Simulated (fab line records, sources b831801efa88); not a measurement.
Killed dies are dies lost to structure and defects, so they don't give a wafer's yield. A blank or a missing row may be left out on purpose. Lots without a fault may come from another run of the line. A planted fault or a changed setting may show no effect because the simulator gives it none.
Chamber matching | flow sky130 | SKY_CONTACT_CMP_27 on cmp-01: 4 sister chambers
The step polishes, stops on SiO2, t overpolish 15 s, target thk 0 nm. 4 wafers are shown with their chamber, then 7 later ones without.

WAFERS WITH THEIR CHAMBER
wafer  | chamber | motor_current_A (A)
L695.1 | 1       | 11.7
L695.6 | 3       | 11.5
L698.1 | 0       | 10.4
L698.2 | 2       | 10.7

WAFERS WITHOUT THEIR CHAMBER
wafer  | motor_current_A (A)
L698.5 | 10.9
L699.3 | 10.0
L699.4 | 10.8
L699.5 | 10.4
L700.2 | 11.1
L700.3 | 12.4
L700.4 | 10.4

WHICH CHAMBER EACH WENT THROUGH
wafer  | from the rows above               | in truth
L698.5 | can't be placed: 2 or 0 or 3 or 1 | 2
L699.3 | can't be placed: 0 or 2           | 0
L699.4 | can't be placed: 2 or 0 or 3      | 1
L699.5 | can't be placed: 0 or 2           | 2
L700.2 | can't be placed: 2 or 3 or 1 or 0 | 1
L700.3 | can't be placed: 1 or 3           | 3
L700.4 | can't be placed: 0 or 2           | 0
Placed correctly: 0 of 7. Can't be placed from these rows: 7 (the true chamber is among the candidates in 6). Placed wrongly: 0.
How it was worked out, from the rows above alone: a wafer's distance from a chamber is the root of the sum, over the readings, of the square of ((its reading less the chamber's mean) divided by the reading's scatter). The wafer belongs to the nearest chamber; if the next one is less than 2 further off, it can't be placed. A chamber's mean is the mean of its shown wafers. The scatter: with one shown wafer a chamber, the root of the mean of the squares of how far each hidden wafer lies from its nearest shown one.
